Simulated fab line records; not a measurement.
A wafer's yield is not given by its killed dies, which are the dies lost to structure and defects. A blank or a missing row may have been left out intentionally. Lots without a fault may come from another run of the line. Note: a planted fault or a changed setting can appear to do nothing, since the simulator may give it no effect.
The tool behind it: which one? ; flow gf180mcu ; Sampling: 14 lots, 42 wafers, 5 of 602 route steps

== WHAT EACH GAUGE READ, for each wafer ==
GF_STI_THK_MEAS_02. Usual: STI_OXIDATION_THK gives 10.08 nm (standard deviation 0.2).
lot;measured;on;STI_OXIDATION_THK (nm);flag
L647;day 1 12:05;film-metro-01;10.12 10.14 10.13;
L648;day 1 16:32;film-metro-04;9.98 10.18 10.11;
L649;day 1 21:31;film-metro-02;9.95 10.04 10.00;
L650;day 2 03:39;film-metro-04;10.14 10.12 10.11;
L651;day 2 07:31;film-metro-02;9.85 9.94 10.04;
L652;day 2 13:08;film-metro-01;9.89 9.66 9.85;
L653;day 2 18:01;film-metro-02;13.26 13.36 13.37;OFF
L654;day 2 23:19;film-metro-01;10.24 10.26 10.05;
L656;day 3 08:31;film-metro-04;13.21 13.28 13.22;OFF
L657;day 3 15:14;film-metro-04;13.49 13.78 13.61;OFF
L667;day 5 16:46;film-metro-02;9.99 9.92 9.88;
L668;day 5 20:31;film-metro-02;9.87 9.84 9.89;
L669;day 6 01:46;film-metro-01;9.89 9.83 9.66;
L670;day 6 06:31;film-metro-02;9.96 10.15 9.67;

GF_STI_THK_MEAS_04. Usual: STI_CVD_03_THK gives 207.4 nm (standard deviation 1.7).
lot;measured;on;STI_CVD_03_THK (nm);flag
L647;day 1 14:08;film-metro-02;208.8 207.4 207.0;
L648;day 1 18:35;film-metro-04;210.5 207.9 208.6;
L649;day 1 23:34;film-metro-02;208.0 208.3 208.9;
L650;day 2 05:42;film-metro-01;204.6 206.0 207.3;
L651;day 2 10:33;film-metro-04;206.7 207.8 208.3;
L652;day 2 15:11;film-metro-02;208.2 207.4 207.7;
L653;day 2 20:04;film-metro-04;205.6 203.7 204.9;
L654;day 3 01:22;film-metro-02;208.5 207.9 208.6;
L656;day 3 10:34;film-metro-01;209.8 207.7 208.0;
L657;day 3 17:17;film-metro-02;206.4 208.9 207.9;
L667;day 5 20:20;film-metro-04;208.6 205.6 208.7;
L668;day 5 22:34;film-metro-02;207.4 206.2 207.0;
L669;day 6 03:49;film-metro-01;203.9 204.9 203.3;
L670;day 6 08:59;film-metro-02;206.9 207.8 206.7;

GF_MVPSD_OVL_MEAS_07. Usual: MVPSD_OVL gives 0.1 nm (standard deviation 1.3).
lot;measured;on;MVPSD_OVL (nm);flag
L647;day 4 23:20;overlay-02;0.6 1.8 2.1;
L648;day 5 03:59;overlay-02;0.4 0.6 -0.9;
L649;day 5 11:02;overlay-01;1.7 -0.1 2.5;
L650;day 5 20:29;overlay-02;1.7 1.9 2.6;
L651;day 6 00:14;overlay-01;-1.1 -1.4 -1.5;
L652;day 6 07:07;overlay-01;-1.5 -0.4 -0.2;
L653;day 6 13:59;overlay-02;2.3 1.8 0.1;
L654;day 6 22:35;overlay-01;0.1 1.5 0.5;
L656;day 7 05:32;overlay-02;-1.0 0.1 0.5;
L657;day 7 20:17;overlay-02;-0.1 -0.8 -0.6;
L667;day 10 05:37;overlay-02;1.2 0.3 0.7;
L668;day 10 07:38;overlay-01;-1.8 -2.3 -3.6;
L669;day 10 12:50;overlay-01;-1.8 -2.7 -1.6;
L670;day 10 19:31;overlay-02;-2.4 -1.8 -1.5;

GF_VT_IMPLANT_OVL_MEAS_29. Usual: VT_IMPLANT_02_OVL gives 0.2 nm (standard deviation 1.3).
lot;measured;on;VT_IMPLANT_02_OVL (nm);flag
L647;day 6 20:02;overlay-02;-0.3 -0.9 1.3;
L648;day 7 00:39;overlay-02;2.2 3.2 3.0;
L649;day 7 08:59;overlay-02;1.0 2.9 3.7;
L650;day 7 17:51;overlay-02;1.1 1.0 0.2;
L651;day 7 23:44;overlay-02;-0.5 -1.5 -0.9;
L652;day 8 05:38;overlay-02;0.9 2.9 0.9;
L653;day 8 12:32;overlay-01;-0.8 -1.5 -0.6;
L654;day 8 22:59;overlay-02;2.2 1.2 0.6;
L656;day 9 05:50;overlay-02;-0.9 0.2 0.5;
L657;day 9 22:17;overlay-02;-0.8 0.5 -0.2;
L667;day 12 14:29;overlay-02;0.4 0.3 0.8;
L668;day 12 15:44;overlay-01;-0.1 -0.7 0.6;
L669;day 12 21:32;overlay-01;-1.4 -0.8 -0.5;
L670;day 13 04:53;overlay-01;-1.0 -1.1 -0.4;

== WHICH TOOL RAN EACH LOT (tool, then ch and the chambers of the sampled wafers, then the start) ==
lot;GF_STI_OXIDATION_01
L647;furnace-01 ch 0, day 1 10:42
L648;furnace-01 ch 0, day 1 15:07
L649;furnace-02 ch 0, day 1 20:07
L650;furnace-02 ch 0, day 2 02:14
L651;furnace-02 ch 0, day 2 06:07
L652;furnace-01 ch 0, day 2 11:45
L653;furnace-02 ch 0, day 2 16:37
L654;furnace-01 ch 0, day 2 21:55
L656;furnace-02 ch 0, day 3 07:07
L657;furnace-02 ch 0, day 3 13:50
L667;furnace-01 ch 0, day 5 15:22
L668;furnace-01 ch 0, day 5 19:07
L669;furnace-01 ch 0, day 6 00:22
L670;furnace-01 ch 0, day 6 05:07
- GF_STI_OXIDATION_01: stabilise 600 s, purge 300 s, target thk 10 nm.

== WHAT THE TOOLS THEMSELVES READ (means of the sampled wafers that have a number; where no wafer has one, the mark that the record gives instead) ==
GF_STI_OXIDATION_01. Usual: tube_center_temp_C_max 902.3, standard deviation 0.38; zone-power-lower-pct 19.9 %, standard deviation 2; zone-power-top-pct 37.3 %, standard deviation 1.6.
lot;tool;tube_center_temp_C_max;zone-power-lower-pct (%);zone-power-top-pct (%);flag
L647;furnace-01;902.7;17.3;35.0;
L648;furnace-01;902.0;17.5;35.5;
L649;furnace-02;902.6;21.5;38.4;
L650;furnace-02;902.4;21.6;38.9;
L651;furnace-02;902.4;21.6;38.3;
L652;furnace-01;902.0;17.4;35.4;
L653;furnace-02;902.6;21.4;38.1;
L654;furnace-01;902.1;17.4;35.1;
L656;furnace-02;902.4;21.5;38.6;
L657;furnace-02;902.3;21.5;38.5;
L667;furnace-01;902.6;17.3;35.4;
L668;furnace-01;902.1;17.4;34.7;
L669;furnace-01;902.4;17.6;34.9;
L670;furnace-01;902.5;17.4;35.0;

== THE ANSWER, worked out from the rows above alone ==
Rule: take the mean of a lot's wafers that have a number; if it is more than 3 standard deviations from the usual mean, the lot is off. A lot without any number at a reading at which 4 lots or more have one is off too. Where the step has rows for the other lots, those lots are counted as sound. The gauges are gone through in route order, then the tools' own readings, and for those a lot's mean is taken as printed above. The first step at which some lot is off is used, and at that step the reading that is off furthest; a lot without a number counts as furthest.
Off: L653, L656, L657, at GF_STI_THK_MEAS_02 (STI_OXIDATION_THK).
A tool fits if, at a process step before that reading, it ran every lot that is off, and no sound lot after the first of them. Those tools and the gauges at GF_STI_THK_MEAS_02 are tried in the same way. One fits: GF_STI_OXIDATION_01 on furnace-02. Its last sound lot is L651 (day 2 06:07), its first lot that is off L653 (day 2 16:37): a fault that began between those two fits.

== WHAT HAD BEEN PUT IN BY THE SIMULATOR ==
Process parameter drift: furnace-02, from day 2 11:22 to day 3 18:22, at GF_STI_OXIDATION_01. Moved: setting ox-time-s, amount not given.
Struck lots among those shown: L653, L656, L657. The rule above found the same.
